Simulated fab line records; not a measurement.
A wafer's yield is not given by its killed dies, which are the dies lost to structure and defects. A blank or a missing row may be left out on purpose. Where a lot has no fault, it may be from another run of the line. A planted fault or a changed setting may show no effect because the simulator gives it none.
Split-lot trial / flow gf180mcu / on a route of 602 steps: 5 lots, 23 wafers read

SPLIT DETAILS
At GF_M4_SPUTTER_00 (material Ti, target thk 37.5 nm, time 150 s), the setting time-s was moved away from the recipe's 150 s on 10 of the 23 wafers read, by -10.2% to +14.0%. For the rest of the wafers, this setting stayed at what the recipe calls for.

The reading is taken at the split's own step.

THE READING
Ti_of_M4_SPUTTER_00.thk-nm (the simulator's own value, which no gauge read), in nm, at GF_M4_SPUTTER_00 (material Ti, target thk 37.5 nm, time 150 s). There is no usual value for it anywhere in the file. Here, 13 wafers ran the recipe; their average is 37.41 nm with a standard deviation of 0.38 nm.

wafer=L074.2; tool, chamber at the split=pvd-sputter-01, -; time-s as run, s=150; against the recipe=recipe; Ti_of_M4_SPUTTER_00.thk-nm, nm=37.37; against lot-mates on the recipe=-
wafer=L074.3; tool, chamber at the split=pvd-sputter-01, -; time-s as run, s=136.2; against the recipe=-9.2%; Ti_of_M4_SPUTTER_00.thk-nm, nm=33.68; against lot-mates on the recipe=-3.85
wafer=L074.4; tool, chamber at the split=pvd-sputter-01, -; time-s as run, s=150; against the recipe=recipe; Ti_of_M4_SPUTTER_00.thk-nm, nm=37.7; against lot-mates on the recipe=-
wafer=L074.5; tool, chamber at the split=pvd-sputter-01, -; time-s as run, s=136.2; against the recipe=-9.2%; Ti_of_M4_SPUTTER_00.thk-nm, nm=33.98; against lot-mates on the recipe=-3.55
wafer=L074.6; tool, chamber at the split=pvd-sputter-01, -; time-s as run, s=136.2; against the recipe=-9.2%; Ti_of_M4_SPUTTER_00.thk-nm, nm=34.11; against lot-mates on the recipe=-3.42
wafer=L076.1; tool, chamber at the split=pvd-sputter-04, -; time-s as run, s=150; against the recipe=recipe; Ti_of_M4_SPUTTER_00.thk-nm, nm=36.95; against lot-mates on the recipe=-
wafer=L076.3; tool, chamber at the split=pvd-sputter-04, -; time-s as run, s=150; against the recipe=recipe; Ti_of_M4_SPUTTER_00.thk-nm, nm=37.68; against lot-mates on the recipe=-
wafer=L076.6; tool, chamber at the split=pvd-sputter-04, -; time-s as run, s=150; against the recipe=recipe; Ti_of_M4_SPUTTER_00.thk-nm, nm=37.81; against lot-mates on the recipe=-
wafer=L077.1; tool, chamber at the split=pvd-sputter-02, -; time-s as run, s=166.3; against the recipe=+10.9%; Ti_of_M4_SPUTTER_00.thk-nm, nm=41.29; against lot-mates on the recipe=+4.39
wafer=L077.2; tool, chamber at the split=pvd-sputter-02, -; time-s as run, s=150; against the recipe=recipe; Ti_of_M4_SPUTTER_00.thk-nm, nm=36.6; against lot-mates on the recipe=-
wafer=L077.4; tool, chamber at the split=pvd-sputter-02, -; time-s as run, s=166.3; against the recipe=+10.9%; Ti_of_M4_SPUTTER_00.thk-nm, nm=41.39; against lot-mates on the recipe=+4.49
wafer=L077.5; tool, chamber at the split=pvd-sputter-02, -; time-s as run, s=150; against the recipe=recipe; Ti_of_M4_SPUTTER_00.thk-nm, nm=36.92; against lot-mates on the recipe=-
wafer=L077.6; tool, chamber at the split=pvd-sputter-02, -; time-s as run, s=150; against the recipe=recipe; Ti_of_M4_SPUTTER_00.thk-nm, nm=37.19; against lot-mates on the recipe=-
wafer=L079.2; tool, chamber at the split=pvd-sputter-01, -; time-s as run, s=150; against the recipe=recipe; Ti_of_M4_SPUTTER_00.thk-nm, nm=37.48; against lot-mates on the recipe=-
wafer=L079.3; tool, chamber at the split=pvd-sputter-01, -; time-s as run, s=134.7; against the recipe=-10.2%; Ti_of_M4_SPUTTER_00.thk-nm, nm=34.12; against lot-mates on the recipe=-3.31
wafer=L079.4; tool, chamber at the split=pvd-sputter-01, -; time-s as run, s=134.7; against the recipe=-10.2%; Ti_of_M4_SPUTTER_00.thk-nm, nm=33.71; against lot-mates on the recipe=-3.72
wafer=L079.5; tool, chamber at the split=pvd-sputter-01, -; time-s as run, s=134.7; against the recipe=-10.2%; Ti_of_M4_SPUTTER_00.thk-nm, nm=33.34; against lot-mates on the recipe=-4.09
wafer=L079.6; tool, chamber at the split=pvd-sputter-01, -; time-s as run, s=150; against the recipe=recipe; Ti_of_M4_SPUTTER_00.thk-nm, nm=37.38; against lot-mates on the recipe=-
wafer=L083.1; tool, chamber at the split=pvd-sputter-01, -; time-s as run, s=150; against the recipe=recipe; Ti_of_M4_SPUTTER_00.thk-nm, nm=38; against lot-mates on the recipe=-
wafer=L083.2; tool, chamber at the split=pvd-sputter-01, -; time-s as run, s=150; against the recipe=recipe; Ti_of_M4_SPUTTER_00.thk-nm, nm=37.66; against lot-mates on the recipe=-
wafer=L083.3; tool, chamber at the split=pvd-sputter-01, -; time-s as run, s=171; against the recipe=+14.0%; Ti_of_M4_SPUTTER_00.thk-nm, nm=43.51; against lot-mates on the recipe=+5.77
wafer=L083.4; tool, chamber at the split=pvd-sputter-01, -; time-s as run, s=150; against the recipe=recipe; Ti_of_M4_SPUTTER_00.thk-nm, nm=37.57; against lot-mates on the recipe=-
wafer=L083.5; tool, chamber at the split=pvd-sputter-01, -; time-s as run, s=171; against the recipe=+14.0%; Ti_of_M4_SPUTTER_00.thk-nm, nm=43.04; against lot-mates on the recipe=+5.30

THE FIT
A straight line over all 23 wafers: Ti_of_M4_SPUTTER_00.thk-nm changes by +0.384 nm for each +1% of time-s; r = +0.99; the points scatter about the line by 0.39 nm.
The same after taking each lot's own level away (the mean of its wafers on the recipe; 23 wafers): +0.389 nm for each +1%; r = +1.00; scatter 0.27 nm.
Per that fit: largest time-s move, reading shift of 5.4 nm.
The lots' own levels span 36.903 to 37.743 nm, that is 2.2 times the standard deviation above.
So the lot-to-lot level changes the slope little: the two slopes agree.
Check: with one of the wafers moved furthest among these (+14.0%) left out of the fit, the line predicts +5.43 nm for it against its lot-mates. Against them it came out at +5.77 nm.

FILE'S OWN FIT
Ti_of_M4_SPUTTER_00.thk-nm changes by +0.391 nm for each +1% of time-s, r = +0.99.
